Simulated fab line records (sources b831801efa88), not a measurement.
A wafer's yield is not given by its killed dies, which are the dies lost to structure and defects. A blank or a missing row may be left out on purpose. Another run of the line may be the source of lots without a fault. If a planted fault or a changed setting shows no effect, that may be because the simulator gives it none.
8D (eight disciplines) problem report, filled in by code / flow gf180mcu / the parts of the form that need people (team, actions taken, sign-off) are left out

## 1. THE ISSUE
At GF_VT_IMPLANT_IMPLANT_41, beam_energy_keV averages 79.403 over 6 wafers from 2 lots, while fault-free wafers read 70.001, standard deviation 0.021. So: +99 or more standard deviations from the usual mean.
Earliest sighting: wafer L638.1 on implanter-01 at day 11 17:46. The record has a number at this step for 39 wafers belonging to 13 lots. Rule for "out", or "out of limits": more than 4 standard deviations from the usual mean. The other wafers with a number count as sound.

## 2. WHAT IT IS, AND WHAT IT ISN'T
question=which readings at this step | is=beam_energy_keV | is not=tilt_deg
question=which lots | is=L638, L639 | is not=L623, L624, L625, L626, L627, L628, L629, L630, L643, L645, L646
question=which wafers of those lots | is=all that have a number | is not=-
question=read on which tools | is=implanter-01 | is not=implanter-03, implanter-04
question=when | is=from day 11 17:46 | is not=up to then (24 sound wafers); but 9 sound wafers of L643, L645, L646 came after

## 3. SUSPECTS, AND WHAT RULES EACH OUT
Counting: any tool at a process step up to the reading is kept as a suspect provided that every lot that is out went through it and no sound lot did after the first of them.
- plasma_asher-01 at GF_VT_IMPLANT_STRIP_09 (strips in O2/N2): ruled out as a lasting fault. The sound lots L643, L645, L646 went through it after L638, its earliest lot that is out (day 9 11:17).
- implanter-01 at GF_VT_IMPLANT_IMPLANT_41: kept. It ran every lot that is out, first L638 (day 11 17:46), and no sound lot after that; its last sound lot up to then is L629 (day 9 05:35). Its own beam_energy_keV readings are out on those wafers.
Remaining after the count: implanter-01 at GF_VT_IMPLANT_IMPLANT_41.

## 4. THE CAUSE (what the simulator had put in)
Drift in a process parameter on implanter-01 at GF_VT_IMPLANT_IMPLANT_41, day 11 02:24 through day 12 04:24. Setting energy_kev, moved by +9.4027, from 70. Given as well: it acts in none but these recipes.
Only this tool survived the counting.

## 5. THE EFFECT CHAIN, in route order
Each row: a reading whose mean over the struck wafers that have a number lies more than 3 standard deviations from the usual. Readings are gone through only where the record gives a usual standard deviation; hours: the median, over the lots, of the time from a lot's start at the first step in this table giving one to that lot's start at this step; sigmas: the change measured in usual standard deviations.
hours=0; step=GF_VT_IMPLANT_IMPLANT_41; reading=beam_energy_keV; usual=70.001; on struck wafers=79.403; change=+9.402; sigmas=+99 or more
hours=0; step=GF_VT_IMPLANT_TW_MEAS_43; reading=VT_IMPLANT_4_TW; usual=691; on struck wafers=728; change=+38; sigmas=+3.4
The process steps in it:
- GF_VT_IMPLANT_IMPLANT_41
Later measuring or inspecting steps at which every struck wafer that the step has a row for has a number for every such reading, and none has moved that far: GF_CONTACT_BOW_MEAS_05.

## 6. WHAT WOULD HAVE CAUGHT IT SOONER
In this record no reading fell out of limits until day 11 17:46, 15 hours after the fault had begun at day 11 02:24.
